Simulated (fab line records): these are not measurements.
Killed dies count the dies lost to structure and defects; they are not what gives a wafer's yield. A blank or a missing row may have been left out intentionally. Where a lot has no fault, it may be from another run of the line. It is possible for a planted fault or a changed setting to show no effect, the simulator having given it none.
Which tool was responsible? | flow sky130 | Sampling: 12 lots, 36 wafers, 5 of 708 route steps

## WHAT EACH GAUGE READ, for each wafer
SKY_SD_P_TW_MEAS_11.
lot  | measured     | on            | SD_P_TW
L226 | day 25 07:16 | film-metro-03 | 2782 2770 2763
L227 | day 25 09:05 | film-metro-01 | 2861 2861 2862
L228 | day 25 10:55 | film-metro-04 | 2908 2907 2900
L229 | day 25 23:31 | film-metro-01 | 2866 2843 2866
L230 | day 26 12:13 | film-metro-03 | 2774 2788 2790
L233 | day 27 08:14 | film-metro-03 | 2775 2764 2768
L234 | day 28 00:14 | film-metro-03 | 2791 2794 2817
L242 | day 31 11:04 | film-metro-01 | 2859 2841 2857
L240 | day 31 19:44 | film-metro-04 | 2915 2914 2923
L241 | day 31 20:52 | film-metro-01 | 2855 2861 2842
L246 | day 32 12:57 | film-metro-03 | 2813 2809 2818
L249 | day 33 07:16 | film-metro-01 | 2888 2883 2893

SKY_LI_CONTACT_THK_MEAS_01.
lot  | measured     | on            | LI_CONTACT_HDPCVD_THK (nm)
L226 | day 27 19:52 | film-metro-01 | 928 910 923
L227 | day 27 22:20 | film-metro-03 | 914 916 913
L228 | day 28 01:04 | film-metro-03 | 940 929 932
L229 | day 28 10:34 | film-metro-03 | 931 926 928
L230 | day 29 00:12 | film-metro-03 | 923 930 936
L233 | day 29 18:40 | film-metro-03 | 911 929 936
L234 | day 30 08:59 | film-metro-04 | 934 925 932
L242 | day 33 17:54 | film-metro-03 | 924 918 917
L240 | day 34 03:10 | film-metro-04 | 985 988 977
L241 | day 34 04:52 | film-metro-03 | 987 981 983
L246 | day 34 20:31 | film-metro-03 | 930 914 919
L249 | day 35 14:09 | film-metro-01 | 914 927 915

## WHAT TOOL EACH LOT RAN ON (gives the tool, then ch and the chambers of the sampled wafers, and finally the start)
lot  | SKY_SPACER_ETCHBACK_02             | SKY_SD_N_STRIP_11                    | SKY_LI_CONTACT_HDPCVD_00
L226 | rie-diel-03 ch 2,3, day 22 19:03   | plasma-asher-01 ch 0,1, day 27 19:01 | hdpcvd-01 ch 0,1,2, day 27 19:46
L227 | rie-diel-02 ch 0,2,3, day 22 20:15 | plasma-asher-03 ch 0,1, day 27 21:28 | hdpcvd-02 ch 1,2, day 27 22:13
L228 | rie-diel-02 ch 0,1,3, day 22 22:31 | plasma-asher-03 ch 0,1, day 28 00:10 | hdpcvd-01 ch 0,1,2, day 28 00:59
L229 | rie-diel-04 ch 1,2,3, day 23 11:48 | plasma-asher-04 ch 0,1, day 28 09:41 | hdpcvd-01 ch 0,1,2, day 28 10:28
L230 | rie-diel-04 ch 0,1, day 24 01:03   | plasma-asher-04 ch 0,1, day 28 23:20 | hdpcvd-02 ch 0,1,2, day 29 00:07
L233 | rie-diel-03 ch 1,2, day 24 19:49   | plasma-asher-01 ch 0,1, day 29 17:47 | hdpcvd-02 ch 0,1,2, day 29 18:33
L234 | rie-diel-02 ch 0,1,2, day 25 11:22 | plasma-asher-03 ch 0, day 30 08:08   | hdpcvd-02 ch 0,1, day 30 08:53
L242 | rie-diel-04 ch 0,2, day 29 02:59   | plasma-asher-03 ch 0,1, day 33 17:02 | hdpcvd-02 ch 0,1, day 33 17:48
L240 | rie-diel-04 ch 0,2, day 29 11:02   | plasma-asher-03 ch 0,1, day 34 02:19 | hdpcvd-01 ch 0,1, day 34 03:04
L241 | rie-diel-02 ch 0,2,3, day 29 12:15 | plasma-asher-03 ch 0,1, day 34 03:59 | hdpcvd-01 ch 0,2, day 34 04:45
L246 | rie-diel-04 ch 0,1,2, day 30 05:23 | plasma-asher-03 ch 0,1, day 34 19:39 | hdpcvd-02 ch 0,2, day 34 20:25
L249 | rie-diel-02 ch 0,1,3, day 31 00:16 | plasma-asher-04 ch 0,1, day 35 13:17 | hdpcvd-02 ch 0,1,2, day 35 14:04
- SKY_SPACER_ETCHBACK_02: etches Si3N4 in CH3F/O2, stops on SiO2, time 46.7 s, target depth 45 nm.
- SKY_SD_N_STRIP_11: strips in O2/N2.
- SKY_LI_CONTACT_HDPCVD_00: deposits PSG, target thk 930 nm, time 155 s.

## AS READ BY THE TOOLS THEMSELVES (means over the sampled wafers that have a number; for cases with no such wafer, the mark the record gives instead)
SKY_SPACER_ETCHBACK_02.
lot  | tool        | bias-w (W) | drypump-motor-current-A (A) | oes-product-au (a.u.) | throttle-valve-pct (%)
L226 | rie-diel-03 | 79.86      | 4.9                         | 0.863                 | 10.561
L227 | rie-diel-02 | 79.85      | 5.5                         | 0.863                 | 10.561
L228 | rie-diel-02 | 79.93      | 5.8                         | 0.866                 | 10.557
L229 | rie-diel-04 | 79.90      | 5.4                         | 0.859                 | 10.562
L230 | rie-diel-04 | 80.09      | 5.7                         | 0.860                 | 10.556
L233 | rie-diel-03 | 80.00      | 4.9                         | 0.856                 | 10.568
L234 | rie-diel-02 | 80.02      | 5.7                         | 0.850                 | 10.570
L242 | rie-diel-04 | 79.97      | 5.9                         | 0.862                 | 10.557
L240 | rie-diel-04 | 79.96      | 5.7                         | 0.861                 | 10.569
L241 | rie-diel-02 | 79.96      | 5.5                         | 0.863                 | 10.566
L246 | rie-diel-04 | 80.12      | 5.8                         | 0.853                 | 10.560
L249 | rie-diel-02 | 79.87      | 5.8                         | 0.861                 | 10.567

SKY_SD_N_STRIP_11.
lot  | tool            | drypump-motor-current-A (A) | oes-product-au (a.u.) | strip-time-to-endpoint-s (s)
L226 | plasma-asher-01 | 6.4                         | 0.527                 | 22.52
L227 | plasma-asher-03 | 5.8                         | 0.527                 | 22.57
L228 | plasma-asher-03 | 5.9                         | 0.528                 | 22.64
L229 | plasma-asher-04 | 5.7                         | 0.528                 | 22.54
L230 | plasma-asher-04 | 6.2                         | 0.532                 | 22.53
L233 | plasma-asher-01 | 6.3                         | 0.528                 | 22.53
L234 | plasma-asher-03 | 5.6                         | 0.526                 | 22.60
L242 | plasma-asher-03 | 5.9                         | 0.522                 | 22.56
L240 | plasma-asher-03 | 5.9                         | 0.525                 | 22.55
L241 | plasma-asher-03 | 6.1                         | 0.528                 | 22.55
L246 | plasma-asher-03 | 6.1                         | 0.523                 | 22.57
L249 | plasma-asher-04 | 6.2                         | 0.528                 | 22.59

SKY_LI_CONTACT_HDPCVD_00.
lot  | tool      | run-length-s (s) | susceptor-temp-C (C)
L226 | hdpcvd-01 | 182.7            | 600.05
L227 | hdpcvd-02 | 182.5            | 599.94
L228 | hdpcvd-01 | 182.8            | 599.78
L229 | hdpcvd-01 | 182.9            | 599.95
L230 | hdpcvd-02 | 182.2            | 599.69
L233 | hdpcvd-02 | 182.2            | 600.01
L234 | hdpcvd-02 | 181.9            | 600.25
L242 | hdpcvd-02 | 181.9            | 600.06
L240 | hdpcvd-01 | 190.1            | 599.99
L241 | hdpcvd-01 | 190.7            | 599.87
L246 | hdpcvd-02 | 182.2            | 599.65
L249 | hdpcvd-02 | 182.2            | 599.92

## THE ANSWER, worked out from the rows above alone
Rule: the usual values come from the lots themselves. Put in order of their means at a reading, lots are off if they are a third of the lots or fewer, leave a main group of 4 or more, and stand apart from it by a gap of 3 or more times the standard deviation of the main group's means; of several such gaps the widest counts. The tables above print the reading to a certain number of digits; a main group whose means all agree to those digits is not used. A lot without any number at a reading at which 4 lots or more have one is off too. Where the step has rows for the other lots, those lots are counted as sound. After the gauges, taken in route order, come the tools' own readings; for these a lot's mean is taken, as printed above. At the first step where some lot is off, the reading lying furthest off is the one used; lots without a number count as furthest.
Off: L240, L241, at SKY_LI_CONTACT_THK_MEAS_01 (LI_CONTACT_HDPCVD_THK). For the main group the mean is 924 nm and the standard deviation 5.9.
If a tool, at a process step before that reading, ran all the lots that are off and no sound lot after the first of them, it fits. The gauges at SKY_LI_CONTACT_THK_MEAS_01 aren't tried: what is off there is off at SKY_LI_CONTACT_HDPCVD_00 too, on other tools, and a gauge's error can't cause that. One fits: SKY_LI_CONTACT_HDPCVD_00 on hdpcvd-01. A fault onset in the window from L229 (day 28 10:28, its last sound lot) to L240 (day 34 03:04, its first lot off) fits.
On the lots that are off, the tool's own readings at SKY_LI_CONTACT_HDPCVD_00 differ by more than 5 times the standard deviation of the sound lots' means, which bears it out; run-length-s reads 190.4 s there versus 182.3 s on the sound lots.

## WHAT THE SIMULATOR HAD INSERTED
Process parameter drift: hdpcvd-01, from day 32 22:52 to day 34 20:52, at SKY_LI_CONTACT_HDPCVD_00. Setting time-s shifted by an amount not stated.
Shown lots that were struck: L240, L241. The rule given above showed the same thing.
